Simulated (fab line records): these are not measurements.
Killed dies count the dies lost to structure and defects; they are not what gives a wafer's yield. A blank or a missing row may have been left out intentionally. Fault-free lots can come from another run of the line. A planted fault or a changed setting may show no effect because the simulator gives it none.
The tool behind it: which one?    flow sky130    33 wafers from 11 lots sampled at 5 of the route's 708 steps

## WHAT THE GAUGES SHOWED, per wafer
SKY_DNWELL_TW_MEAS_09. Usual: DNWELL_TW 1108, standard deviation 6.1.
lot   measured     on             DNWELL_TW       flag
L807  day 3 09:47  film_metro-01  1110 1102 1107  
L808  day 3 15:19  film_metro-01  1118 1107 1108  
L809  day 3 19:05  film_metro-01  1108 1104 1105  
L811  day 4 06:32  film_metro-01  1099 1102 1101  
L814  day 4 23:10  film_metro-03  1118 1108 1114  
L817  day 5 20:52  film_metro-02  30 30 30        OFF
L825  day 7 11:56  film_metro-03  1103 1110 1105  
L826  day 7 16:23  film_metro-03  1107 1114 1111  
L827  day 8 00:39  film_metro-01  1098 1101 1097  
L828  day 8 03:24  film_metro-03  1105 1113 1107  
L829  day 8 12:05  film_metro-02  1109 1105 1107  

SKY_PWDE_TW_MEAS_10. Usual: PWDE_TW 371.6, standard deviation 2.
lot   measured     on             PWDE_TW               flag
L807  day 4 02:14  film_metro-01  370.5 370.5 370.2     
L808  day 4 07:20  film_metro-03  371.8 372.5 372.1     
L809  day 4 12:26  film_metro-03  371.2 372.8 372.1     
L811  day 4 23:18  film_metro-01  370.0 369.4 371.1     
L814  day 5 16:33  film_metro-02  372.9 373.4 372.0     
L817  day 6 15:29  film_metro-03  1120.5 1119.4 1124.7  OFF
L825  day 8 08:17  film_metro-01  367.1 366.7 370.3     
L826  day 8 12:28  film_metro-01  365.6 366.9 368.5     
L827  day 8 19:25  film_metro-03  371.1 372.6 371.9     
L828  day 8 23:28  film_metro-02  371.9 371.0 371.2     
L829  day 9 09:19  film_metro-03  372.9 374.0 374.7     

SKY_CONTACT_RS_MEAS_25: measurement is done with a four-point probe. Usual: CONTACT_W_RS 0.336 ohm/sq, standard deviation 0.0067.
lot   measured      on             CONTACT_W_RS (ohm/sq)  flag
L807  day 31 21:52  film_metro-02  0.339 0.330 0.325      
L808  day 32 02:28  film_metro-04  0.336 0.337 0.325      
L809  day 32 12:05  film_metro-04  0.330 0.340 0.331      
L811  day 32 22:07  film_metro-04  0.328 0.336 0.336      
L814  day 34 04:04  film_metro-04  0.332 0.343 0.330      
L817  day 35 12:02  film_metro-01  0.327 0.342 0.330      
L825  day 37 14:38  film_metro-01  0.327 0.327 0.340      
L826  day 37 19:38  film_metro-04  0.341 0.339 0.329      
L827  day 38 05:37  film_metro-01  0.328 0.340 0.343      
L828  day 38 12:00  film_metro-04  0.329 0.342 0.344      
L829  day 38 15:17  film_metro-04  0.333 0.338 0.336      

## WHAT TOOL EACH LOT RAN ON (gives the tool, then ch and the chambers of the sampled wafers, and finally the start)
lot   SKY_DNWELL_EXPOSE_04                SKY_LI_CONTACT_SPUTTER_19
L807  iline_stepper-02 ch 0, day 3 01:11  pvd_sputter-01, day 29 12:34
L808  iline_stepper-02 ch 0, day 3 07:05  pvd_sputter-04, day 29 16:46
L809  iline_stepper-01 ch 0, day 3 10:58  pvd_sputter-04, day 30 01:50
L811  iline_stepper-02 ch 0, day 3 21:56  pvd_sputter-02, day 30 12:31
L814  iline_stepper-01 ch 0, day 4 14:56  pvd_sputter-02, day 31 18:44
L817  iline_stepper-02 ch 0, day 5 12:01  pvd_sputter-02, day 33 03:02
L825  iline_stepper-01 ch 0, day 7 02:01  pvd_sputter-01, day 35 07:41
L826  iline_stepper-01 ch 0, day 7 06:08  pvd_sputter-02, day 35 12:13
L827  iline_stepper-01 ch 0, day 7 14:38  pvd_sputter-04, day 35 22:19
L828  iline_stepper-02 ch 0, day 7 17:35  pvd_sputter-04, day 36 04:58
L829  iline_stepper-01 ch 0, day 8 01:37  pvd_sputter-04, day 36 08:41
- SKY_DNWELL_EXPOSE_04: exposes mask DNM, target cd 3000 nm.
- SKY_LI_CONTACT_SPUTTER_19: material Ti, target thk 20 nm, time 106.37 s.

## WHAT THE TOOLS THEMSELVES READ (means of the sampled wafers that have a number; where no wafer has one, the mark that the record gives instead)
SKY_LI_CONTACT_SPUTTER_19. Usual: cathode_dc_power_W 2500.0 W, standard deviation 0.44; throttle_valve_pct 30.0 %, standard deviation 1.1.
lot   tool            cathode_dc_power_W (W)  throttle_valve_pct (%)  flag
L807  pvd_sputter-01  2499.7                  29.8                    
L808  pvd_sputter-04  2499.9                  31.1                    
L809  pvd_sputter-04  2500.1                  29.8                    
L811  pvd_sputter-02  2500.1                  29.7                    
L814  pvd_sputter-02  2499.9                  29.7                    
L817  pvd_sputter-02  2500.2                  29.6                    
L825  pvd_sputter-01  2499.7                  29.9                    
L826  pvd_sputter-02  2499.8                  29.4                    
L827  pvd_sputter-04  2499.5                  29.7                    
L828  pvd_sputter-04  2499.9                  30.0                    
L829  pvd_sputter-04  2499.9                  31.0                    

## THE ANSWER, worked out from the rows above alone
Rule: a lot counts as off when the mean over its wafers that have a number is more than 3 standard deviations away from the usual mean. A lot without any number at a reading at which 4 lots or more have one is off too. Where the step has rows for the other lots, those lots are counted as sound. The gauges are gone through in route order, then the tools' own readings, and for those a lot's mean is taken as printed above. At the first step where some lot is off, the reading lying furthest off is the one used; lots without a number count as furthest.
Off: at SKY_DNWELL_TW_MEAS_09 (DNWELL_TW), L817.
If a tool, at a process step before that reading, ran all the lots that are off and no sound lot after the first of them, it fits. The gauges at SKY_DNWELL_TW_MEAS_09 aren't tried: what is off there is off at SKY_PWDE_TW_MEAS_10 too, on other tools, and a gauge's error can't cause that. Of those tried, none fits.

## WHAT THE SIMULATOR HAD INSERTED
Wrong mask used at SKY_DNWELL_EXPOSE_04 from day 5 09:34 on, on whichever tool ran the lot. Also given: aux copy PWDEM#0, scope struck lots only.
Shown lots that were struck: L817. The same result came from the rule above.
